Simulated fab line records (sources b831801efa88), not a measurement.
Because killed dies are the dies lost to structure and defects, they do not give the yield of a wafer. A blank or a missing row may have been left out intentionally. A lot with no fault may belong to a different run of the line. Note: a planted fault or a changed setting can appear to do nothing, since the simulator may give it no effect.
What tool caused it? ; flow sky130 ; 14 lots, 42 wafers sampled, at 2 steps of a route of 708

## WHAT EACH GAUGE READ, for each wafer
SKY_VT_ADJUST_HVTR_TW_MEAS_11.
lot;measured;on;VT_ADJUST_HVTR_TW
L571;day 9 09:02;film metro-03;211.3 211.0 211.4
L572;day 9 14:50;film metro-01;205.8 204.0 206.1
L573;day 9 23:17;film metro-04;210.9 210.9 211.6
L574;day 10 06:59;film metro-01;206.0 204.9 205.0
L575;day 10 11:37;film metro-04;211.5 212.0 212.2
L576;day 10 20:47;film metro-04;212.8 212.6 213.0
L577;day 11 03:55;film metro-01;206.6 207.0 207.9
L578;day 11 05:50;film metro-03;211.2 212.0 212.3
L579;day 11 15:08;film metro-03;210.9 211.3 212.6
L585;day 13 12:38;film metro-01;221.4 220.2 221.0
L586;day 14 01:34;film metro-04;225.6 226.2 225.7
L589;day 14 21:59;film metro-01;208.1 207.9 207.3
L590;day 15 00:12;film metro-03;211.0 210.3 210.0
L592;day 16 02:01;film metro-01;209.7 210.5 210.4

## EACH LOT AND THE TOOL THAT RAN IT (in order: tool; ch and the chambers of the sampled wafers; start)
lot;SKY_VT_ADJUST_HVTR_IMPLANT_09
L571;implanter-01 ch 0, day 9 08:47
L572;implanter-01 ch 0, day 9 14:37
L573;implanter-03 ch 0, day 9 23:02
L574;implanter-01 ch 0, day 10 06:44
L575;implanter-03 ch 0, day 10 11:23
L576;implanter-02 ch 0, day 10 20:34
L577;implanter-02 ch 0, day 11 03:40
L578;implanter-02 ch 0, day 11 05:38
L579;implanter-01 ch 0, day 11 14:53
L585;implanter-02 ch 0, day 13 12:25
L586;implanter-02 ch 0, day 14 01:19
L589;implanter-01 ch 0, day 14 21:46
L590;implanter-03 ch 0, day 14 23:57
L592;implanter-01 ch 0, day 16 01:48
- SKY_VT_ADJUST_HVTR_IMPLANT_09

## WHAT THE TOOLS THEMSELVES READ (means of the sampled wafers that have a number; where no wafer has one, the mark that the record gives instead)
SKY_VT_ADJUST_HVTR_IMPLANT_09.
lot;tool;beam on s (s);end station pressure torr (Torr);faraday current uA
L571;implanter-01;9.90;5.02e-06;11.81
L572;implanter-01;10.12;4.82e-06;11.55
L573;implanter-03;9.79;5.08e-06;11.89
L574;implanter-01;9.88;4.89e-06;11.81
L575;implanter-03;10.07;5.05e-06;11.59
L576;implanter-02;9.77;5.05e-06;11.93
L577;implanter-02;10.03;4.84e-06;11.65
L578;implanter-02;10.03;5.33e-06;11.62
L579;implanter-01;10.00;5.17e-06;11.67
L585;implanter-02;12.39;1.08e-04;9.50
L586;implanter-02;12.27;1.10e-04;9.61
L589;implanter-01;10.27;4.91e-06;11.34
L590;implanter-03;10.16;5.16e-06;11.45
L592;implanter-01;10.00;4.96e-06;11.60

## THE ANSWER, worked out from the rows above alone
Rule: the lots themselves supply what counts as usual. Put in order of their means at a reading, lots are off if they are a third of the lots or fewer, leave a main group of 4 or more, and stand apart from it by a gap of 3 or more times the standard deviation of the main group's means; of several such gaps the widest counts. The tables above print the reading to a certain number of digits; a main group whose means all agree to those digits is not used. Also off: a lot with no number at a reading for which 4 or more lots have one. Where the step has rows for the other lots, those lots are counted as sound. After the gauges, taken in route order, come the tools' own readings; for these a lot's mean is taken, as printed above. The first step at which some lot is off is used, and at that step the reading that is off furthest; a lot without a number counts as furthest.
Off: at SKY_VT_ADJUST_HVTR_TW_MEAS_11 (VT_ADJUST_HVTR_TW), L585, L586. The main group: mean 209.7, standard deviation 2.5.
A tool fits if, at a process step before that reading, it ran every lot that is off, and no sound lot after the first of them. Not tried: the gauges at SKY_VT_ADJUST_HVTR_TW_MEAS_11; whatever is off there is also off at SKY_VT_ADJUST_HVTR_IMPLANT_09, on other tools, and gauge error can't account for it. One candidate fits, namely implanter-02 at SKY_VT_ADJUST_HVTR_IMPLANT_09. Its last sound lot is L578 (day 11 05:38), its first lot that is off L585 (day 13 12:25): a fault that began between those two fits.
The tool's own readings at SKY_VT_ADJUST_HVTR_IMPLANT_09 bear it out: on the lots that are off they differ by more than 5 times the standard deviation of the sound lots' means. beam on s reads 12.33 s there against 10.00 s on the sound lots; end station pressure torr reads 1.09e-04 Torr there against 5.02e-06 Torr on the sound lots; faraday current uA reads 9.55 there against 11.66 on the sound lots.

## WHAT HAD BEEN PUT IN BY THE SIMULATOR
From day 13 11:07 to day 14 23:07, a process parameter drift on implanter-02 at SKY_VT_ADJUST_HVTR_IMPLANT_09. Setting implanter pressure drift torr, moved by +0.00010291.
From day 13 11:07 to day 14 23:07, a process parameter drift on implanter-02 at SKY_VT_ADJUST_HVTR_IMPLANT_09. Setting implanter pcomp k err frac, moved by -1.
Lots struck among those shown: L585, L586. The rule given above showed the same thing.
